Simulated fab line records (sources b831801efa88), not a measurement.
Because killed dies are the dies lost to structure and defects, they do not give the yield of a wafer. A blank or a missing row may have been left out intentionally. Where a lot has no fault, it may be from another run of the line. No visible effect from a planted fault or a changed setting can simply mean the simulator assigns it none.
Which tool was responsible? || flow sky130 || 11 lots with 33 wafers sampled at 6 steps, on a route of 708 steps

== WHAT EACH GAUGE READ, for each wafer ==
SKY_CAPM_OVL_MEAS_12. Usual: CAPM_OVL gives -1.1 nm (standard deviation 1.3).
{"lot": "L960", "measured": "day 38 17:35", "on": "overlay-02", "CAPM_OVL (nm)": "-1.6 -3.0 -3.6", "flag": ""}
{"lot": "L962", "measured": "day 39 09:22", "on": "overlay-01", "CAPM_OVL (nm)": "-3.3 -3.0 -2.1", "flag": ""}
{"lot": "L963", "measured": "day 39 15:40", "on": "overlay-02", "CAPM_OVL (nm)": "-0.9 -0.8 -0.5", "flag": ""}
{"lot": "L964", "measured": "day 39 20:05", "on": "overlay-01", "CAPM_OVL (nm)": "2.3 0.6 -0.3", "flag": ""}
{"lot": "L966", "measured": "day 40 08:28", "on": "overlay-01", "CAPM_OVL (nm)": "1.4 -1.3 0.4", "flag": ""}
{"lot": "L967", "measured": "day 40 12:52", "on": "overlay-01", "CAPM_OVL (nm)": "-1.3 -0.7 -1.3", "flag": ""}
{"lot": "L970", "measured": "day 41 12:43", "on": "overlay-01", "CAPM_OVL (nm)": "-2.1 -0.9 -1.2", "flag": ""}
{"lot": "L979", "measured": "day 43 19:38", "on": "overlay-01", "CAPM_OVL (nm)": "0.6 -0.9 0.1", "flag": ""}
{"lot": "L978", "measured": "day 43 21:02", "on": "overlay-02", "CAPM_OVL (nm)": "-2.9 -2.7 -3.2", "flag": ""}
{"lot": "L980", "measured": "day 43 23:28", "on": "overlay-02", "CAPM_OVL (nm)": "-1.2 -1.9 -1.1", "flag": ""}
{"lot": "L981", "measured": "day 44 00:46", "on": "overlay-01", "CAPM_OVL (nm)": "-1.1 -0.7 -1.4", "flag": ""}

SKY_VIA3_RS_MEAS_22: uses a four-point probe to measure. Usual: VIA3_W_RS gives 0.295 ohm/sq (standard deviation 0.0049).
{"lot": "L960", "measured": "day 40 23:14", "on": "film-metro-01", "VIA3_W_RS (ohm/sq)": "0.305 0.293 0.308", "flag": ""}
{"lot": "L962", "measured": "day 41 14:22", "on": "film-metro-02", "VIA3_W_RS (ohm/sq)": "0.288 0.297 0.295", "flag": ""}
{"lot": "L963", "measured": "day 41 20:43", "on": "film-metro-02", "VIA3_W_RS (ohm/sq)": "0.288 0.299 0.289", "flag": ""}
{"lot": "L964", "measured": "day 42 00:05", "on": "film-metro-01", "VIA3_W_RS (ohm/sq)": "0.301 0.305 0.300", "flag": ""}
{"lot": "L966", "measured": "day 42 11:26", "on": "film-metro-02", "VIA3_W_RS (ohm/sq)": "0.300 0.289 0.300", "flag": ""}
{"lot": "L967", "measured": "day 42 16:28", "on": "film-metro-01", "VIA3_W_RS (ohm/sq)": "0.294 0.299 0.301", "flag": ""}
{"lot": "L970", "measured": "day 43 14:53", "on": "film-metro-02", "VIA3_W_RS (ohm/sq)": "0.289 0.287 0.297", "flag": ""}
{"lot": "L979", "measured": "day 45 18:11", "on": "film-metro-03", "VIA3_W_RS (ohm/sq)": "0.311 0.312 0.310", "flag": "OFF"}
{"lot": "L978", "measured": "day 45 21:03", "on": "film-metro-03", "VIA3_W_RS (ohm/sq)": "0.312 0.310 0.317", "flag": "OFF"}
{"lot": "L980", "measured": "day 45 22:46", "on": "film-metro-03", "VIA3_W_RS (ohm/sq)": "0.314 0.318 0.311", "flag": "OFF"}
{"lot": "L981", "measured": "day 46 00:14", "on": "film-metro-02", "VIA3_W_RS (ohm/sq)": "0.302 0.298 0.295", "flag": ""}

SKY_VIA3_THK_MEAS_23: measures by xrf. Usual: VIA3_W_THK gives 410 nm (standard deviation 8).
{"lot": "L960", "measured": "day 40 23:22", "on": "film-metro-01", "VIA3_W_THK (nm)": "394 409 390", "flag": ""}
{"lot": "L962", "measured": "day 41 14:29", "on": "film-metro-02", "VIA3_W_THK (nm)": "420 405 409", "flag": ""}
{"lot": "L963", "measured": "day 41 20:50", "on": "film-metro-02", "VIA3_W_THK (nm)": "420 403 420", "flag": ""}
{"lot": "L964", "measured": "day 42 00:12", "on": "film-metro-01", "VIA3_W_THK (nm)": "400 395 403", "flag": ""}
{"lot": "L966", "measured": "day 42 11:34", "on": "film-metro-02", "VIA3_W_THK (nm)": "403 422 407", "flag": ""}
{"lot": "L967", "measured": "day 42 16:35", "on": "film-metro-01", "VIA3_W_THK (nm)": "412 402 401", "flag": ""}
{"lot": "L970", "measured": "day 43 15:01", "on": "film-metro-02", "VIA3_W_THK (nm)": "424 426 410", "flag": ""}
{"lot": "L979", "measured": "day 45 18:18", "on": "film-metro-03", "VIA3_W_THK (nm)": "387 386 390", "flag": ""}
{"lot": "L978", "measured": "day 45 21:10", "on": "film-metro-03", "VIA3_W_THK (nm)": "389 390 381", "flag": ""}
{"lot": "L980", "measured": "day 45 22:52", "on": "film-metro-03", "VIA3_W_THK (nm)": "384 379 389", "flag": "OFF"}
{"lot": "L981", "measured": "day 46 00:22", "on": "film-metro-02", "VIA3_W_THK (nm)": "394 401 405", "flag": ""}

== WHICH TOOL RAN EACH LOT (tool, then ch and the chambers of the sampled wafers, then the start) ==
{"lot": "L960", "SKY_METAL3_SPUTTER_00": "pvd-sputter-02, day 37 16:08", "SKY_METAL3_SPUTTER_04": "pvd-sputter-02, day 37 16:14", "SKY_VIA3_CVD_21": "cvd-w-02 ch 0,1, day 40 23:07"}
{"lot": "L962", "SKY_METAL3_SPUTTER_00": "pvd-sputter-01, day 38 07:36", "SKY_METAL3_SPUTTER_04": "pvd-sputter-01, day 38 07:42", "SKY_VIA3_CVD_21": "cvd-w-01 ch 0,1, day 41 14:14"}
{"lot": "L963", "SKY_METAL3_SPUTTER_00": "pvd-sputter-01, day 38 14:25", "SKY_METAL3_SPUTTER_04": "pvd-sputter-01, day 38 14:31", "SKY_VIA3_CVD_21": "cvd-w-02 ch 0,1, day 41 20:35"}
{"lot": "L964", "SKY_METAL3_SPUTTER_00": "pvd-sputter-01, day 38 18:54", "SKY_METAL3_SPUTTER_04": "pvd-sputter-01, day 38 19:00", "SKY_VIA3_CVD_21": "cvd-w-02 ch 1, day 41 23:57"}
{"lot": "L966", "SKY_METAL3_SPUTTER_00": "pvd-sputter-01, day 39 07:16", "SKY_METAL3_SPUTTER_04": "pvd-sputter-01, day 39 07:22", "SKY_VIA3_CVD_21": "cvd-w-01 ch 0,1, day 42 11:19"}
{"lot": "L967", "SKY_METAL3_SPUTTER_00": "pvd-sputter-01, day 39 12:14", "SKY_METAL3_SPUTTER_04": "pvd-sputter-01, day 39 12:20", "SKY_VIA3_CVD_21": "cvd-w-02 ch 0,1, day 42 16:21"}
{"lot": "L970", "SKY_METAL3_SPUTTER_00": "pvd-sputter-03, day 40 11:53", "SKY_METAL3_SPUTTER_04": "pvd-sputter-03, day 40 11:59", "SKY_VIA3_CVD_21": "cvd-w-01 ch 0,1, day 43 14:46"}
{"lot": "L979", "SKY_METAL3_SPUTTER_00": "pvd-sputter-01, day 42 20:19", "SKY_METAL3_SPUTTER_04": "pvd-sputter-01, day 42 20:25", "SKY_VIA3_CVD_21": "cvd-w-01 ch 0, day 45 18:03"}
{"lot": "L978", "SKY_METAL3_SPUTTER_00": "pvd-sputter-03, day 42 21:32", "SKY_METAL3_SPUTTER_04": "pvd-sputter-03, day 42 21:39", "SKY_VIA3_CVD_21": "cvd-w-01 ch 0,1, day 45 20:55"}
{"lot": "L980", "SKY_METAL3_SPUTTER_00": "pvd-sputter-02, day 43 00:11", "SKY_METAL3_SPUTTER_04": "pvd-sputter-02, day 43 00:17", "SKY_VIA3_CVD_21": "cvd-w-01 ch 0,1, day 45 22:38"}
{"lot": "L981", "SKY_METAL3_SPUTTER_00": "pvd-sputter-02, day 43 02:10", "SKY_METAL3_SPUTTER_04": "pvd-sputter-02, day 43 02:16", "SKY_VIA3_CVD_21": "cvd-w-02 ch 0,1, day 46 00:07"}
- SKY_METAL3_SPUTTER_00: material Ti, target thk 15 nm, time 10 s.
- SKY_METAL3_SPUTTER_04: material TiN, target thk 70 nm, time 58.3 s.
- SKY_VIA3_CVD_21: deposits W, target thk 390 nm, time 117.31 s.

== AS READ BY THE TOOLS THEMSELVES (means over the sampled wafers that have a number; for cases with no such wafer, the mark the record gives instead) ==
SKY_METAL3_SPUTTER_00. Usual: chamber-pressure-pa 0.3999 Pa, standard deviation 0.00092; throttle-valve-pct 30.0 %, standard deviation 1.3.
{"lot": "L960", "tool": "pvd-sputter-02", "chamber-pressure-pa (Pa)": 0.3998, "throttle-valve-pct (%)": 29.4, "flag": ""}
{"lot": "L962", "tool": "pvd-sputter-01", "chamber-pressure-pa (Pa)": 0.3998, "throttle-valve-pct (%)": 31.4, "flag": ""}
{"lot": "L963", "tool": "pvd-sputter-01", "chamber-pressure-pa (Pa)": 0.4010, "throttle-valve-pct (%)": 30.4, "flag": ""}
{"lot": "L964", "tool": "pvd-sputter-01", "chamber-pressure-pa (Pa)": 0.4012, "throttle-valve-pct (%)": 31.1, "flag": ""}
{"lot": "L966", "tool": "pvd-sputter-01", "chamber-pressure-pa (Pa)": 0.3995, "throttle-valve-pct (%)": 30.9, "flag": ""}
{"lot": "L967", "tool": "pvd-sputter-01", "chamber-pressure-pa (Pa)": 0.4001, "throttle-valve-pct (%)": 30.2, "flag": ""}
{"lot": "L970", "tool": "pvd-sputter-03", "chamber-pressure-pa (Pa)": 0.3997, "throttle-valve-pct (%)": 29.7, "flag": ""}
{"lot": "L979", "tool": "pvd-sputter-01", "chamber-pressure-pa (Pa)": 0.3993, "throttle-valve-pct (%)": 30.2, "flag": ""}
{"lot": "L978", "tool": "pvd-sputter-03", "chamber-pressure-pa (Pa)": 0.3998, "throttle-valve-pct (%)": 29.9, "flag": ""}
{"lot": "L980", "tool": "pvd-sputter-02", "chamber-pressure-pa (Pa)": 0.3997, "throttle-valve-pct (%)": 29.7, "flag": ""}
{"lot": "L981", "tool": "pvd-sputter-02", "chamber-pressure-pa (Pa)": 0.4003, "throttle-valve-pct (%)": 29.7, "flag": ""}

SKY_METAL3_SPUTTER_04. Usual: chamber-pressure-pa 0.3997 Pa, standard deviation 0.00081; throttle-valve-pct 30.0 %, standard deviation 1.3.
{"lot": "L960", "tool": "pvd-sputter-02", "chamber-pressure-pa (Pa)": 0.3999, "throttle-valve-pct (%)": 29.6, "flag": ""}
{"lot": "L962", "tool": "pvd-sputter-01", "chamber-pressure-pa (Pa)": 0.4005, "throttle-valve-pct (%)": 31.3, "flag": ""}
{"lot": "L963", "tool": "pvd-sputter-01", "chamber-pressure-pa (Pa)": 0.3998, "throttle-valve-pct (%)": 30.5, "flag": ""}
{"lot": "L964", "tool": "pvd-sputter-01", "chamber-pressure-pa (Pa)": 0.4002, "throttle-valve-pct (%)": 30.9, "flag": ""}
{"lot": "L966", "tool": "pvd-sputter-01", "chamber-pressure-pa (Pa)": 0.4003, "throttle-valve-pct (%)": 30.9, "flag": ""}
{"lot": "L967", "tool": "pvd-sputter-01", "chamber-pressure-pa (Pa)": 0.3997, "throttle-valve-pct (%)": 30.0, "flag": ""}
{"lot": "L970", "tool": "pvd-sputter-03", "chamber-pressure-pa (Pa)": 0.3995, "throttle-valve-pct (%)": 29.6, "flag": ""}
{"lot": "L979", "tool": "pvd-sputter-01", "chamber-pressure-pa (Pa)": 0.3995, "throttle-valve-pct (%)": 30.1, "flag": ""}
{"lot": "L978", "tool": "pvd-sputter-03", "chamber-pressure-pa (Pa)": 0.3999, "throttle-valve-pct (%)": 29.8, "flag": ""}
{"lot": "L980", "tool": "pvd-sputter-02", "chamber-pressure-pa (Pa)": 0.4009, "throttle-valve-pct (%)": 29.7, "flag": ""}
{"lot": "L981", "tool": "pvd-sputter-02", "chamber-pressure-pa (Pa)": 0.3994, "throttle-valve-pct (%)": 29.7, "flag": ""}

SKY_VIA3_CVD_21. Usual: chamber-pressure-Torr 39.99 Torr, standard deviation 0.087; heater-power-w 790 W, standard deviation 55.
{"lot": "L960", "tool": "cvd-w-02", "chamber-pressure-Torr (Torr)": 39.93, "heater-power-w (W)": 789, "flag": ""}
{"lot": "L962", "tool": "cvd-w-01", "chamber-pressure-Torr (Torr)": 39.97, "heater-power-w (W)": 811, "flag": ""}
{"lot": "L963", "tool": "cvd-w-02", "chamber-pressure-Torr (Torr)": 39.97, "heater-power-w (W)": 751, "flag": ""}
{"lot": "L964", "tool": "cvd-w-02", "chamber-pressure-Torr (Torr)": 39.92, "heater-power-w (W)": 839, "flag": ""}
{"lot": "L966", "tool": "cvd-w-01", "chamber-pressure-Torr (Torr)": 39.95, "heater-power-w (W)": 808, "flag": ""}
{"lot": "L967", "tool": "cvd-w-02", "chamber-pressure-Torr (Torr)": 39.94, "heater-power-w (W)": 796, "flag": ""}
{"lot": "L970", "tool": "cvd-w-01", "chamber-pressure-Torr (Torr)": 39.94, "heater-power-w (W)": 810, "flag": ""}
{"lot": "L979", "tool": "cvd-w-01", "chamber-pressure-Torr (Torr)": 35.52, "heater-power-w (W)": 808, "flag": "OFF"}
{"lot": "L978", "tool": "cvd-w-01", "chamber-pressure-Torr (Torr)": 35.42, "heater-power-w (W)": 814, "flag": "OFF"}
{"lot": "L980", "tool": "cvd-w-01", "chamber-pressure-Torr (Torr)": 35.60, "heater-power-w (W)": 816, "flag": "OFF"}
{"lot": "L981", "tool": "cvd-w-02", "chamber-pressure-Torr (Torr)": 40.07, "heater-power-w (W)": 740, "flag": ""}

== THE ANSWER, worked out from the rows above alone ==
Rule: take the mean of a lot's wafers that have a number; if it is more than 3 standard deviations from the usual mean, the lot is off. Also off: a lot with no number at a reading for which 4 or more lots have one. The other lots that the step has rows for count as sound. First the gauges in route order, then the tools' own readings, where a lot's mean is used as printed above. The first step at which some lot is off is used, and at that step the reading that is off furthest; a lot without a number counts as furthest.
Off: L979, L978, L980, seen at SKY_VIA3_RS_MEAS_22 (VIA3_W_RS).
A tool fits if, at a process step before that reading, it ran every lot that is off, and no sound lot after the first of them. The gauges at SKY_VIA3_RS_MEAS_22 aren't tried: what is off there is off at SKY_VIA3_CVD_21 too, on other tools, and a gauge's error can't cause that. One fits: cvd-w-01 at SKY_VIA3_CVD_21. A fault onset in the window from L970 (day 43 14:46, its last sound lot) to L979 (day 45 18:03, its first lot off) fits.
The tool's own readings at SKY_VIA3_CVD_21 bear it out: on the lots that are off they differ by more than 5 times the standard deviation of the sound lots' means. chamber-pressure-Torr reads 35.51 Torr there against 39.96 Torr on the sound lots.

== WHAT THE SIMULATOR HAD PUT IN ==
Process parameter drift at SKY_VIA3_CVD_21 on cvd-w-01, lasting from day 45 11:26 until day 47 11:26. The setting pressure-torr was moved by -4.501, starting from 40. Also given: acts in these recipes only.
Lots struck among those shown: L979, L978, L980. The same result came from the rule above.
